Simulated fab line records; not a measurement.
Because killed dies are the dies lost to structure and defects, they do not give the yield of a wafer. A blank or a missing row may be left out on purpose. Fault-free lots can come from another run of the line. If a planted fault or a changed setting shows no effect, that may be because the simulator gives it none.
fab line records	flow sky130
[record] lots = 14	wafers = 42	lastDay = 48
route steps=708 shown LDD_P@263 LDD_HVN@276 POLY_CUT@314 SD_P@330
lots that met no fault: taken from a fault-free run of the same line
startH: start of the lot's first displayed wafer, in hours after the record's first day	waitH: time in hours since the lot's previous step	" as in the row above	L1.1+2: a single row standing in for several wafers	- no value, or no start was given	* or withheld: withheld	< > ~ a bound
route shown NAME@n: names a module that has steps shown in the file, with the first one's number in the route	usual: mean/standard deviation of fault-free wafers	same: alike in all rows	chamber/n: place in a boat	sites: readings site by site	_std_site: their standard deviation	_edge_site: outer sites' mean less inner sites'	radiusMm: for every site, how far away it sits from the centre of the wafer	mask NAME#n: copy n	behind: the most recent tool/chamber to have shaped the wafer	hold: reason for holding the lot/hours on hold/outcome of the hold	device: the n, p or np transistor that did not switch	end of line: tests run on the same wafers once the route is complete	step lacking rows: just its recipe	killed: count of dies lost to structure and defects at first sort (not the wafer's yield)	map: a wafer's dies, marking killed ones x, the rest . and places with no die _
set.NAME: the setting that was run; set.NAME@STEP: the one run at that earlier step	model.NAME: the simulator's own value behind a step, which no gauge read
a sample of lots followed through the steps of the route, with each step as a table and each wafer as a row
services: a tool's chamber out of use, with start hour (startH, from the record's first day; less than 0 if before it), hours out, and reason
[[steps]]
[step SKY_LDD_P_OVL_MEAS_08]
[usual] LDD_P_OVL = -0.6/1.7
lot.wafer	tool	chamber	startH	waitH	LDD_P_OVL[nm]
L852.1	overlay-02	-	422.42	0.1	0.4
L852.3	"	-	"	"	1.6
L852.5	"	-	"	"	5.0
L853.1	overlay-01	-	425.62	0.1	1.5
L853.3	"	-	"	"	1.1
L853.5	"	-	"	"	0.2
L854.2	overlay-01	-	445.72	0.1	-1.2
L854.3	"	-	"	"	0.6
L854.4	"	-	"	"	-0.9
L855.1	overlay-01	-	448.04	0.1	-0.7
L855.3	"	-	"	"	-3.0
L855.6	"	-	"	"	-1.8
L856.2	overlay-01	-	464.69	0.1	-1.9
L856.3	"	-	"	"	-0.5
L856.4	"	-	"	"	-1.9
L857.2	overlay-02	-	485.49	0.1	0.2
L857.4	"	-	"	"	1.2
L857.5	"	-	"	"	-0.6
L859.2	overlay-01	-	499.84	0.1	-1.5
L859.3	"	-	"	"	-2.4
L859.6	"	-	"	"	-1.6
L860.2	overlay-01	-	515.80	0.1	-0.5
L860.3	"	-	"	"	-1.5
L860.4	"	-	"	"	-1.1
L862.3	overlay-02	-	545.91	0.1	-0.4
L862.5	"	-	"	"	-1.4
L862.6	"	-	"	"	-0.1
L865.2	overlay-02	-	560.42	0.1	0.3
L865.3	"	-	"	"	-1.5
L865.5	"	-	"	"	-0.9
L864.1	overlay-02	-	563.14	0.1	-3.0
L864.2	"	-	"	"	-2.6
L864.6	"	-	"	"	-3.1
L866.2	overlay-02	-	570.72	0.1	-2.8
L866.4	"	-	"	"	-0.3
L866.6	"	-	"	"	-2.6
L872.1	overlay-01	-	608.39	0.1	0.2
L872.2	"	-	"	"	0.1
L872.6	"	-	"	"	2.5
L873.1	overlay-01	-	614.49	0.1	-1.8
L873.2	"	-	"	"	-0.1
L873.4	"	-	"	"	-1.0
[step SKY_LDD_HVN_STRIP_09]
[recipe] chemistry = O2/N2	powerW = 1400	pressureMtorr = 1500	platenTempC = withheld	o2FlowSccm = 3000	n2FlowSccm = 300	overashFraction = 0.5
[usual] drypumpMotorCurrentA = 6.03/0.22	oesProductAu = 0.409/0.0048	stripTimeToEndpointS = 4.133/0.017
lot.wafer	tool	chamber	startH	waitH	drypumpMotorCurrentA	oesProductAu	rfHoursCounterH	stripTimeToEndpointS
L852.1	plasmaAsher-04	1	452.85	0.1	6.26	0.413	75	4.149
L852.3	"	0	"	"	6.02	0.408	-	4.134
L852.5	"	1	"	"	6.26	0.404	-	4.139
L853.1	plasmaAsher-02	0	456.60	0.1	5.92	0.406	3	4.117
L853.3	"	1	"	"	5.52	0.407	-	4.112
L853.5	"	0	"	"	5.90	0.406	-	4.120
L854.2	plasmaAsher-01	0	476.68	0.1	6.15	0.409	66	4.134
L854.3	"	1	"	"	6.10	0.411	-	4.151
L854.4	"	0	"	"	6.13	0.416	-	4.144
L855.1	plasmaAsher-02	0	479.25	0.1	5.90	0.403	5	4.146
L855.3	"	0	"	"	5.91	0.419	-	4.143
L855.6	"	0	"	"	5.90	0.414	-	4.113
L856.2	plasmaAsher-01	0	495.70	0.1	6.17	0.411	66	4.124
L856.3	"	1	"	"	6.07	0.405	-	4.126
L856.4	"	0	"	"	6.16	0.414	-	4.139
L857.2	plasmaAsher-04	1	515.98	0.1	6.30	0.404	82	4.152
L857.4	"	1	"	"	6.29	0.413	-	4.154
L857.5	"	1	"	"	6.31	0.408	-	4.141
L859.2	plasmaAsher-01	1	530.25	0.1	6.08	0.407	70	4.160
L859.3	"	1	"	"	6.08	0.409	-	4.159
L859.6	"	0	"	"	6.16	0.403	-	4.162
L860.2	plasmaAsher-01	1	546.00	0.1	6.08	0.413	72	4.123
L860.3	"	1	"	"	6.11	0.402	-	4.111
L860.4	"	0	"	"	6.15	0.399	-	4.137
L862.3	plasmaAsher-01	0	576.37	0.1	6.16	0.415	-	4.140
L862.5	"	1	"	"	6.11	0.404	-	4.148
L862.6	"	0	"	"	6.13	0.411	-	4.140
L865.2	plasmaAsher-04	1	590.98	0.1	6.31	0.411	91	4.125
L865.3	"	1	"	"	6.26	0.412	-	4.128
L865.5	"	0	"	"	5.97	0.402	-	4.134
L864.1	plasmaAsher-04	0	593.15	0.1	6.03	0.413	92	4.130
L864.2	"	1	"	"	6.27	0.402	92	4.153
L864.6	"	1	"	"	6.29	0.403	-	4.137
L866.2	plasmaAsher-01	0	600.03	0.1	6.13	0.415	77	4.121
L866.4	"	1	"	"	6.08	0.412	-	4.105
L866.6	"	0	"	"	6.12	0.402	-	4.123
L872.1	plasmaAsher-04	1	636.95	0.1	6.27	0.414	97	4.165
L872.2	"	0	"	"	6.01	0.398	97	4.174
L872.6	"	0	"	"	6.00	0.415	-	4.143
L873.1	plasmaAsher-01	1	643.43	0.1	6.10	0.401	81	4.138
L873.2	"	0	"	"	6.14	0.410	81	4.136
L873.4	"	1	"	"	6.08	0.413	-	4.119
[step SKY_POLY_CUT_DEVELOP_07]
[recipe] developTimeS = 60	resist = KrF-thick	devTempC = 21
[usual] chillPlateTempC = 23.00/0.11	developTimeS = 60/0	exhaustPa = 45.1/0.87
lot.wafer	tool	chamber	startH	waitH	chillPlateTempC	developTimeS	exhaustPa
L852.1	lithoTrack-01	0	546	-	23.08	60	45.2
L852.3	"	0	"	"	23.26	60	46.2
L852.5	"	0	"	"	22.94	60	44.3
L853.1	lithoTrack-04	0	549	-	22.88	60	46.4
L853.3	"	0	"	"	23.03	60	44.7
L853.5	"	0	"	"	23.04	60	45.3
L854.2	lithoTrack-02	0	571	-	22.88	60	45.1
L854.3	"	0	"	"	23.12	60	43.7
L854.4	"	0	"	"	22.94	60	45.0
L855.1	lithoTrack-02	0	573	-	22.82	60	44.9
L855.3	"	0	"	"	22.85	60	47.0
L855.6	"	0	"	"	22.96	60	45.3
L856.2	lithoTrack-01	0	588	-	23.06	60	44.9
L856.3	"	0	"	"	23.04	60	45.2
L856.4	"	0	"	"	23.10	60	44.0
L857.2	lithoTrack-04	0	608	-	23.20	60	45.4
L857.4	"	0	"	"	23.16	60	45.8
L857.5	"	0	"	"	22.99	60	44.8
L859.2	lithoTrack-04	0	622	-	22.72	60	44.0
L859.3	"	0	"	"	22.74	60	43.7
L859.6	"	0	"	"	22.73	60	42.6
L860.2	lithoTrack-01	0	636	-	22.98	60	45.5
L860.3	"	0	"	"	22.89	60	44.2
L860.4	"	0	"	"	22.92	60	45.8
L862.3	lithoTrack-02	0	666	-	23.06	60	44.3
L862.5	"	0	"	"	23.16	60	44.8
L862.6	"	0	"	"	22.89	60	43.3
L865.2	lithoTrack-01	0	677	-	23.00	60	46.8
L865.3	"	0	"	"	22.82	60	46.6
L865.5	"	0	"	"	22.96	60	46.6
L864.1	lithoTrack-02	0	680	-	23.00	60	46.1
L864.2	"	0	"	"	23.01	60	46.3
L864.6	"	0	"	"	23.17	60	45.5
L866.2	lithoTrack-04	0	686	-	22.94	60	44.5
L866.4	"	0	"	"	23.05	60	46.3
L866.6	"	0	"	"	23.01	60	45.4
L872.1	lithoTrack-01	-	723	-	-	-	-
L872.2	"	-	"	"	-	-	-
L872.6	"	-	"	"	-	-	-
L873.1	lithoTrack-04	-	728	-	-	-	-
L873.2	"	-	"	"	-	-	-
L873.4	"	-	"	"	-	-	-
[step SKY_SD_P_STRIP_10]
[recipe] chemistry = O2/N2	powerW = 1400	pressureMtorr = 1500	platenTempC = withheld	o2FlowSccm = 3000	n2FlowSccm = 300	overashFraction = 0.5
[usual] drypumpMotorCurrentA = 5.99/0.24	oesProductAu = 0.618/0.0045	stripTimeToEndpointS = 17.56/0.036
lot.wafer	tool	chamber	startH	waitH	drypumpMotorCurrentA	oesProductAu	rfHoursCounterH	stripTimeToEndpointS
L852.1	plasmaAsher-02	0	577.27	0.1	5.91	0.622	17	17.60
L852.3	"	1	"	"	5.55	0.621	-	17.61
L852.5	"	1	"	"	5.55	0.616	-	17.61
L853.1	plasmaAsher-02	0	580.42	0.1	5.92	0.615	17	17.61
L853.3	"	1	"	"	5.56	0.619	-	17.56
L853.5	"	0	"	"	5.96	0.620	-	17.55
L854.2	plasmaAsher-02	1	602.02	0.1	5.57	0.621	18	17.58
L854.3	"	0	"	"	5.95	0.609	-	17.57
L854.4	"	1	"	"	5.54	0.617	-	17.58
L855.1	plasmaAsher-01	0	604.17	0.1	6.15	0.619	77	17.51
L855.3	"	1	"	"	6.11	0.617	-	17.52
L855.6	"	0	"	"	6.17	0.626	-	17.50
L856.2	plasmaAsher-04	1	616.97	0.1	6.29	0.621	95	17.54
L856.3	"	0	"	"	6.00	0.621	-	17.57
L856.4	"	1	"	"	6.30	0.615	-	17.54
L857.2	plasmaAsher-04	0	637.65	0.1	5.99	0.618	97	17.60
L857.4	"	1	"	"	6.27	0.615	-	17.59
L857.5	"	0	"	"	5.97	0.610	-	17.60
L859.2	plasmaAsher-04	0	650.42	0.1	6.02	0.609	98	17.54
L859.3	"	0	"	"	6.00	0.616	-	17.54
L859.6	"	0	"	"	6.02	0.607	-	17.51
L860.2	plasmaAsher-02	1	665.52	0.1	5.57	0.616	24	17.62
L860.3	"	0	"	"	5.91	0.622	-	17.61
L860.4	"	1	"	"	5.61	0.625	-	17.59
L862.3	plasmaAsher-01	1	694.70	0.1	6.12	0.618	-	17.49
L862.5	"	0	"	"	6.17	0.614	-	17.48
L862.6	"	1	"	"	6.10	0.611	-	17.56
L865.2	plasmaAsher-01	0	706.72	0.1	6.15	0.621	87	17.60
L865.3	"	0	"	"	6.14	0.620	-	17.60
L865.5	"	0	"	"	6.12	0.621	-	17.57
L864.1	plasmaAsher-04	0	708.22	0.1	6.00	0.614	104	17.53
L864.2	"	1	"	"	6.30	0.618	104	17.55
L864.6	"	1	"	"	6.26	0.620	-	17.48
L866.2	plasmaAsher-01	1	714.15	0.1	6.13	0.620	88	17.49
L866.4	"	1	"	"	6.15	0.617	-	17.52
L866.6	"	1	"	"	6.09	0.627	-	17.49
[[services]]
tool	chamber	startH	hours	kind
plasmaAsher-02	0	430.41	-	clean
plasmaAsher-02	1	430.41	-	clean
plasmaAsher-01	-	479.91	14.6	pm
lithoTrack-02	-	496.98	-	consumableReplace:filter
plasmaAsher-02	-	499.69	2.0	repair
plasmaAsher-01	-	532.70	1.3	repair
plasmaAsher-01	-	547.79	10.0	pm
lithoTrack-01	-	555.43	-	consumableReplace:filter
plasmaAsher-02	-	560.78	0.3	repair
plasmaAsher-02	-	586.21	9.7	repair
plasmaAsher-02	-	610.76	11.4	repair
plasmaAsher-02	-	682.81	1.2	repair
[[key]]
[firstSign] step = SKY_POLY_CUT_DEVELOP_07	reading = toolRecord	direction = missing
effect none on later readings
metAt SKY_POLY_CUT_DEVELOP_07
struckLots L872,L873
laterRowsLeftOut L872.1,L872.2,L872.6,L873.1,L873.2,L873.4
sortLeftOut L872.1,L872.2,L872.6,L873.1,L873.2,L873.4
testerLeftOut L872,L873
notActingAt SKY_LDD_P_OVL_MEAS_08,SKY_LDD_HVN_STRIP_09,SKY_SD_P_STRIP_10
onsetBetween 686 723
[fault] kind = skippedStepWhole	tool = lithoTrack-01,lithoTrack-04	chamber = -	onsetH = 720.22	steps = SKY_POLY_CUT_DEVELOP_07	scope = struckLotsOnly
// testerLeftOut: of these lots the tester's yield and bins aren't shown, on N5 and GAA mostly nor the transistor test; their killed dies are dies lost to structure and defects alone, not to doping, threshold or leakage, so they don't give the yield
// sortLeftOut: the simulated sort isn't trusted on such a fault, so these wafers' sort isn't shown, and their yield isn't known
// laterRowsLeftOut: the simulator's readings of these wafers behind a module that went badly wrong aren't trusted and aren't shown, but for the sort
